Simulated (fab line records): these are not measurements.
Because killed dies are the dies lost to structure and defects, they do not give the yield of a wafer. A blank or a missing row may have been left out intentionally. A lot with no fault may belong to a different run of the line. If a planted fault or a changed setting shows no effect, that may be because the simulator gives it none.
Split-lot experiment ; flow sky130 ; route with 708 steps; 5 lots, 23 wafers read

## ON THE SPLIT
At SKY_VIA4_CVD_18 (deposits W, target thk 505 nm, time 152.14 s), the setting temp-c was moved away from the recipe's 400 C on 10 of the 23 wafers read, by -1.8% to +1.3%. For the rest of the wafers, this setting stayed at what the recipe calls for.

## FROM THE SPLIT TO THE READING: what the file shows between them, 1 step
- SKY_VIA4_RS_MEAS_19: measures by four-point-probe

## THE READING
VIA4_W_THK, in nm, at SKY_VIA4_THK_MEAS_20 (measures by xrf). On this fab line, fault-free wafers typically give 492 nm with a standard deviation of 5.5 nm.

wafer;tool, chamber at the split;temp-c as run, C;against the recipe;VIA4_W_THK, nm;against lot-mates on the recipe
L076.2;cvd-w-02, 0;400;recipe;483;-
L076.3;cvd-w-02, 0;400;recipe;486;-
L076.4;cvd-w-02, 1;400;recipe;492;-
L080.1;cvd-w-02, 1;403.7;+0.9%;513;+28
L080.2;cvd-w-02, 0;400;recipe;488;-
L080.3;cvd-w-02, 0;400;recipe;481;-
L080.4;cvd-w-02, 1;403.7;+0.9%;515;+30
L080.6;cvd-w-02, 1;403.7;+0.9%;515;+30
L081.1;cvd-w-02, 1;392.9;-1.8%;430;-64
L081.2;cvd-w-02, 0;392.9;-1.8%;430;-64
L081.3;cvd-w-02, 0;392.9;-1.8%;431;-62
L081.4;cvd-w-02, 1;400;recipe;495;-
L081.5;cvd-w-02, 0;400;recipe;492;-
L083.2;cvd-w-02, 1;400;recipe;487;-
L083.3;cvd-w-02, 0;400;recipe;493;-
L083.4;cvd-w-02, 1;405.1;+1.3%;537;+48
L083.5;cvd-w-02, 1;400;recipe;487;-
L083.6;cvd-w-02, 0;405.1;+1.3%;532;+43
L082.1;cvd-w-01, 1;400;recipe;500;-
L082.2;cvd-w-01, 0;395.8;-1.0%;459;-39
L082.3;cvd-w-01, 1;400;recipe;500;-
L082.4;cvd-w-01, 0;400;recipe;493;-
L082.6;cvd-w-01, 1;395.8;-1.0%;459;-39

THE FIT
A straight line over all 23 wafers: VIA4_W_THK changes by +32.2 nm for each +1% of temp-c; r = +0.98; the points scatter about the line by 5.3 nm.
The same after taking each lot's own level away (the mean of its wafers on the recipe; 23 wafers): +35.2 nm for each +1%; r = +1.00; scatter 2.8 nm.
That fit puts the effect of the largest move of temp-c on the reading at 62 nm.
The lots' own levels span 484.5 to 497.7 nm, that is 2.4 times the standard deviation above.
Hence the lot-to-lot level has little effect on the slope; both slopes agree.
Check: with one of the wafers moved furthest among these (-1.8%) left out of the fit, the line predicts -62.9 nm for it against its lot-mates. It came out at -63.5 nm against them.

## OTHER SPLITS ON THESE WAFERS
These wafers also went through other splits before the reading. Each is held against what the fit with the lots' levels taken away leaves over:
other split on the same wafers;wafers away from the commonest value;r with VIA4_W_THK (lot level and that fit taken away)
SKY_METAL3_EXPOSE_10 dose-mj;8;+0.10
SKY_VIA3_HDPCVD_00 time-s;6;-0.39
SKY_VIA3_SPUTTER_20 chamber-pressure-pa;10;+0.00
SKY_METAL4_SPUTTER_00 time-s;6;+0.31
SKY_CAP2M_EXPOSE_09 dose-mj;11;-0.23
SKY_CAP2M_DEVELOP_11 develop-time-s;11;+0.15
SKY_VIA4_HDPCVD_00 sih4-flow-sccm;9;-0.08
SKY_VIA4_EXPOSE_08 dose-mj;7;+0.02

## THE WHOLE CHAIN: every reading that the file lists as answering this split, in the file's order
step;what it does;reading;change (the file's fit);r (the file's)
SKY_VIA4_CVD_18;deposits W, target thk 505 nm, time 152.14 s;W_of_VIA4_CVD_18.thk-nm (the simulator's own value, which no gauge read);+36.9 nm for each +1% of the setting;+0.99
SKY_VIA4_RS_MEAS_19;measures by four-point-probe;VIA4_W_RS;-0.0176 for each +1% of the setting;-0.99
SKY_VIA4_THK_MEAS_20;measures by xrf;VIA4_W_THK;+35.4 for each +1% of the setting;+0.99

## FILE'S OWN FIT
VIA4_W_THK changes by +35.4 nm for each +1% of temp-c, r = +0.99.
